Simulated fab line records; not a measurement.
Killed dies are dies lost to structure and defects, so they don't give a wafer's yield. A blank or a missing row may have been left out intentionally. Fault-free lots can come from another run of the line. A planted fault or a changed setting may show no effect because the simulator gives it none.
A struck lot beside a sound one	flow sky130	17 steps out of a route of 708
Sound: these wafers, L618.3, L618.4, L618.6. The struck wafers were L627.2, L627.3, L627.4. Last of all comes the cause.
Order at every step that has rows: each side's tool, ch and its chambers, its first start. Under that, the readings that differ: sound wafers	struck wafers	difference of the means	sigmas: that difference in standard deviations of wafers without a fault.
alike: readings with means less than 2 such deviations apart, plus words and numbers identical on both sides. not compared: withheld readings, readings lacking a value on some wafer, bounds such as >300 that could conceal the same value, and numbers that have no deviation in the record and whose values overlap.
The two part at a step that has a row with sigmas, a row that says differs or no value, or rows on one side only. When numbers do not overlap yet have no deviation, they are printed without sigmas and do not part them. A reading that every wafer of one side lacks parts them only if that side has two wafers or more.

SKY_METAL4_SPUTTER_04: material TiN, target thk 70 nm, time 58.3 s.
  sound on pvdSputter-01 at day 39 17:20; struck on pvdSputter-03 at day 42 09:49
  alike: throttleValvePct
SKY_CAP2M_CVD_00: deposits SiO2, target thk 15.5 nm.
  sound on pecvd-02 ch 0,1, day 39 17:23; struck on pecvd-02 ch 0,1,2, day 42 09:52
  alike: heaterPowerW, susceptorTempC
SKY_CAP2M_THK_MEAS_01:
  sound on filmMetro-03 at day 39 17:25; struck on filmMetro-02 at day 42 09:54
  alike: CAP2M_CVD_00_THK
SKY_CAP2M_SPUTTER_02: material TiN, target thk 200 nm, time 166.7 s.
  sound on pvdSputter-03 at day 39 17:28; struck on pvdSputter-01 at day 42 09:57
  alike: substrateTempC, susceptorTempC, throttleValvePct
SKY_CAP2M_RS_MEAS_03: measures by four-point-probe.
  sound on filmMetro-04 at day 39 17:37; struck on filmMetro-04 at day 42 10:05
  alike: CAP2M_TIN_RS
SKY_CAP2M_THK_MEAS_04: measures by xrf.
  sound on filmMetro-04 at day 39 17:43; struck on filmMetro-04 at day 42 10:11
  alike: CAP2M_TIN_THK
then, 6 steps without rows for these wafers: SKY_CAP2M_DEHYDRATE_05 (time 60 s); SKY_CAP2M_HMDS_06 (prime time 60 s); SKY_CAP2M_COAT_07 (resist thk 1140 nm); SKY_CAP2M_SOFTBAKE_08 (time 60 s); SKY_CAP2M_EXPOSE_09 (exposes mask CAP2M, target cd 1000 nm); SKY_CAP2M_PEB_10.
SKY_CAP2M_DEVELOP_11: develop time 60 s.
  sound on lithoTrack-04 ch 0, day 40 16:57; struck on lithoTrack-04 ch 0, day 43 08:56
reading	sound	struck	difference	sigmas
developerTempC (C)	22.99 22.95 23.06	25.22 25.19 25.13	+2.18	+18
SKY_CAP2M_OVL_MEAS_12:
  sound on overlay-02 at day 40 17:04; struck on overlay-02 at day 43 09:04
  alike: CAP2M_OVL
SKY_CAP2M_METAL_ETCH_13: etches TiN in Cl2/BCl3, stops on SiO2, target depth 220 nm, time 62.9 s.
  sound on rieMetal-01 ch 0, day 40 17:08; struck on rieMetal-02 ch 1, day 43 09:07
reading	sound	struck	difference	sigmas
model.CAP2M.cdNm (nm)	999.1 1000 999.5	1010 1008 1010	+10	
  alike: drypumpMotorCurrentA, oesProductAu, throttleValvePct
  not compared: rfHoursCounterH
SKY_CAP2M_STRIP_14: strips in O2/N2.
  sound on plasmaAsher-03 ch 0,1, day 40 17:17; struck on plasmaAsher-02 ch 0,1, day 43 09:14
  alike: drypumpMotorCurrentA, oesProductAu, stripTimeToEndpointS
  not compared: rfHoursCounterH
-- the record jumps here: 5 days lie between the struck wafers' starts before and after (it left off in module CAP2M and takes up again in module PAD_OPEN, whose first step shown is number 708 of the route) --
SKY_PAD_OPEN_PROBE_99:
  rows exist in the record for the struck wafers here (prober-02, day 47 23:20), but not for the sound ones

WHERE THEY PART
Earliest at SKY_CAP2M_DEVELOP_11; latest, in this record, at SKY_PAD_OPEN_PROBE_99.

WHY: what had been put in by the simulator
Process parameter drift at SKY_CAP2M_DEVELOP_11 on lithoTrack-04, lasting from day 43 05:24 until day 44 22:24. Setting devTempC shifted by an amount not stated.
